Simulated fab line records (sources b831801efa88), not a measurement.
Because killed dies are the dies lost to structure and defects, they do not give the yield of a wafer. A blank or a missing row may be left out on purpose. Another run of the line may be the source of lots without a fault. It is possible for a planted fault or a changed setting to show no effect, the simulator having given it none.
The tool behind it: which one? + flow sky130 + Sampling: 11 lots, 33 wafers, 4 of 708 route steps

WHAT THE GAUGES SHOWED, per wafer
SKY_LDD_N_TW_MEAS_17.
| lot  | measured     | on            | LDD_N_TW                      |
|------|--------------|---------------|-------------------------------|
| L403 | day 18 05:13 | film-metro-04 | 2599 2608 2607                |
| L404 | day 18 08:44 | film-metro-02 | 2588 2603 2586                |
| L406 | day 19 08:13 | film-metro-01 | 2591 2597 2602                |
| L408 | day 20 08:38 | film-metro-02 | 2580 2580 2591                |
| L410 | day 20 23:59 | film-metro-02 | 2588 2588 2590                |
| L411 | day 21 06:10 | film-metro-01 | 2594 2590 2589                |
| L414 | day 22 11:31 | film-metro-04 | 2592 2583 2587                |
| L419 | day 25 08:19 | film-metro-04 | 2686 2700 2706 2701 2700 2687 |
| L420 | day 25 12:20 | film-metro-01 | 2656 2662 2675 2670 2673 2676 |
| L423 | day 25 12:41 | film-metro-02 | 2584 2580 2577                |
| L425 | day 26 17:15 | film-metro-04 | 2609 2596 2614                |

EACH LOT AND THE TOOL THAT RAN IT (in order: tool; ch and the chambers of the sampled wafers; start)
| lot  | SKY_FIELD_ISO_STRIP_16              | SKY_LDD_N_IMPLANT_09            | SKY_LDD_N_STRIP_16                   |
|------|-------------------------------------|---------------------------------|--------------------------------------|
| L403 | plasma-asher-04 ch 0,1, day 2 11:24 | implanter-01 ch 0, day 18 04:04 | plasma-asher-01 ch 0,1, day 18 05:07 |
| L404 | plasma-asher-01 ch 0,1, day 2 16:12 | implanter-04 ch 0, day 18 07:36 | plasma-asher-04 ch 0,1, day 18 08:37 |
| L406 | plasma-asher-04 ch 0,1, day 3 04:12 | implanter-01 ch 0, day 19 07:04 | plasma-asher-03 ch 0,1, day 19 08:07 |
| L408 | plasma-asher-01 ch 0,1, day 3 14:56 | implanter-04 ch 0, day 20 07:31 | plasma-asher-03 ch 0,1, day 20 08:33 |
| L410 | plasma-asher-02 ch 0,1, day 3 22:40 | implanter-02 ch 0, day 20 22:52 | plasma-asher-01 ch 0,1, day 20 23:55 |
| L411 | plasma-asher-01 ch 0,1, day 4 05:22 | implanter-04 ch 0, day 21 05:01 | plasma-asher-01 ch 0,1, day 21 06:04 |
| L414 | plasma-asher-04 ch 0,1, day 4 18:09 | implanter-02 ch 0, day 22 10:22 | plasma-asher-03 ch 0,1, day 22 11:25 |
| L419 | plasma-asher-04 ch 0,1, day 5 22:55 | implanter-02 ch 0, day 25 07:10 | plasma-asher-04 ch 0,1, day 25 08:13 |
| L420 | plasma-asher-04 ch 0, day 6 05:27   | implanter-02 ch 0, day 25 11:12 | plasma-asher-01 ch 0, day 25 12:13   |
| L423 | plasma-asher-04 ch 0,1, day 6 17:49 | implanter-04 ch 0, day 25 11:34 | plasma-asher-01 ch 0,1, day 25 12:36 |
| L425 | plasma-asher-01 ch 0,1, day 7 08:50 | implanter-01 ch 0, day 26 16:08 | plasma-asher-03 ch 0,1, day 26 17:09 |
- SKY_FIELD_ISO_STRIP_16: strips in O2/N2.
- SKY_LDD_N_IMPLANT_09
- SKY_LDD_N_STRIP_16: strips in O2/N2.

THE ANSWER, worked out from the rows above alone
Rule: the usual values come from the lots themselves. The widest of any qualifying gaps counts: lots, ordered by their means at a reading, are off when they make up no more than a third of the lots, leave a main group of 4 or more, and stand apart from it by 3 or more times the standard deviation of that group's means. If all means in a main group match to the digits the tables above print for the reading, that group is not used. Also off: a lot with no number at a reading for which 4 or more lots have one. Where the step has rows for the other lots, those lots are counted as sound.
Off: L419, L420, at SKY_LDD_N_TW_MEAS_17 (LDD_N_TW). For the main group the mean is 2592 and the standard deviation 8.3.
If a tool, at a process step before that reading, ran all the lots that are off and no sound lot after the first of them, it fits. Those tools and the gauges at SKY_LDD_N_TW_MEAS_17 are tried in the same way. One candidate fits, namely implanter-02 at SKY_LDD_N_IMPLANT_09. A fault onset in the window from L414 (day 22 10:22, its last sound lot) to L419 (day 25 07:10, its first lot off) fits.

WHAT WAS PUT IN BY THE SIMULATOR
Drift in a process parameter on implanter-02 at SKY_LDD_N_IMPLANT_09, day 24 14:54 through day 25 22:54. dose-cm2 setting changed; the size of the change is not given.
Lots struck among those shown: L419, L420. The rule given above showed the same thing.
